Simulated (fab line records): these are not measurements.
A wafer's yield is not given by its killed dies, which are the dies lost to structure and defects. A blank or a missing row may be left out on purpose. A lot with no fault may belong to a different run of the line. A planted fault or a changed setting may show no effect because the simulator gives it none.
A lot that was struck, set against a sound lot || flow sky130 || 15 steps out of a route of 708
Sound: the wafers L989.3, L989.5, L989.6. Wafers struck: L105.3, L105.5, L105.6. Last of all comes the cause.
At each step with rows: each side's tool, then ch and its chambers, then its first start. Under that, the readings that differ: sound wafers || struck wafers || difference of the means || sigmas: that difference in standard deviations of wafers without a fault.
alike: readings with means less than 2 such deviations apart, plus words and numbers identical on both sides. not compared: withheld readings, readings lacking a value on some wafer, bounds such as >300 that could conceal the same value, and numbers that have no deviation in the record and whose values overlap.
Wherever a step has rows on one side only, a row that says differs or no value, or a row with sigmas, the two part there. Non-overlapping numbers with no deviation appear without sigmas and do not part them. Lack of a reading on every wafer of one side parts them only where that side has two or more wafers.

first, 7 steps without rows for these wafers: SKY_POLY_CUT_HMDS_01 (prime time 60 s); SKY_POLY_CUT_COAT_02 (resist thk 60 nm); SKY_POLY_CUT_COAT_03 (resist thk 450 nm); SKY_POLY_CUT_SOFTBAKE_04 (time 90 s); SKY_POLY_CUT_EXPOSE_05 (exposes mask NPCM, target cd 270 nm); SKY_POLY_CUT_PEB_06; SKY_POLY_CUT_DEVELOP_07 (develop time 60 s).
SKY_POLY_CUT_CD_MEAS_08: the cd target is 270 nm.
  sound on cd_sem-02, day 26 22:34; struck on cd_sem-02, day 33 21:41
  alike: cd_nm
SKY_POLY_CUT_OVL_MEAS_09:
  sound on overlay-01, day 26 22:39; struck on overlay-02, day 33 21:47
  alike: POLY_CUT_OVL
SKY_POLY_CUT_ETCH_10: etches BARC in N2/H2, stops on SiO2, time 45.9 s, target depth 60 nm.
  sound on rie_diel-03 ch 2,3, day 26 22:40; struck on rie_diel-03 ch 0,1,2, day 33 21:48
  alike: drypump_motor_current_A, oes_product_au, throttle_valve_pct
  not compared: rf_hours_counter_h
SKY_POLY_CUT_ETCH_11: etches Si3N4 in CF4/CH2F2/Ar, stops on poly-Si, time 42.5 s, target depth 60 nm.
  sound on rie_diel-03 ch 2,3, day 26 22:43; struck on rie_diel-03 ch 0,1,2, day 33 21:50
  alike: drypump_motor_current_A, oes_product_au, throttle_valve_pct
  not compared: rf_hours_counter_h
SKY_POLY_CUT_STRIP_12: strips in O2/N2.
  sound on plasma_asher-03 ch 0,1, day 26 22:47; struck on plasma_asher-01 ch 0,1, day 33 21:55
  alike: drypump_motor_current_A, oes_product_au, strip_time_to_endpoint_s
  not compared: rf_hours_counter_h
SKY_SD_P_DEHYDRATE_00: time 60 s.
  sound on litho_track-04 ch 0, day 27 12:52; struck on litho_track-02 ch 0, day 34 10:53
{"reading": "heater_power_total_W (W)", "sound": "160.35 160.55 160.14", "struck": "153.70 153.88 154.03", "difference": -6.48, "sigmas": -50}
{"reading": "plate_temp_C (C)", "sound": "199.99 200.03 200.18", "struck": "193.72 193.72 193.45", "difference": -6.44, "sigmas": -40}
  alike: chill_plate_temp_C
then, 1 step without rows for these wafers: SKY_SD_P_HMDS_01 (prime time 60 s).
-- a jump in the record: the struck wafers' starts before and after are 18 days apart (it breaks off in module SD_P and resumes in module PAD_OPEN, where the first step shown is number 708 of the route) --
SKY_PAD_OPEN_PROBE_99:
  sound on prober-01, day 48 08:42; struck on prober-01, day 52 20:16
  alike: killed_at_M0_to_M3, killed_at_M4_up, killed_at_contacts, killed_at_front_end, killed_at_other, killed_dies, killed_open, killed_short

## WHERE THEY PART
At SKY_SD_P_DEHYDRATE_00 and nowhere else, as far as this record goes. Later steps at which nothing parts them and some readings are alike: SKY_PAD_OPEN_PROBE_99.

WHY: whatever the simulator had introduced
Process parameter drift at SKY_SD_P_DEHYDRATE_00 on litho_track-02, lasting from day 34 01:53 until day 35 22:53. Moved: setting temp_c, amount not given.
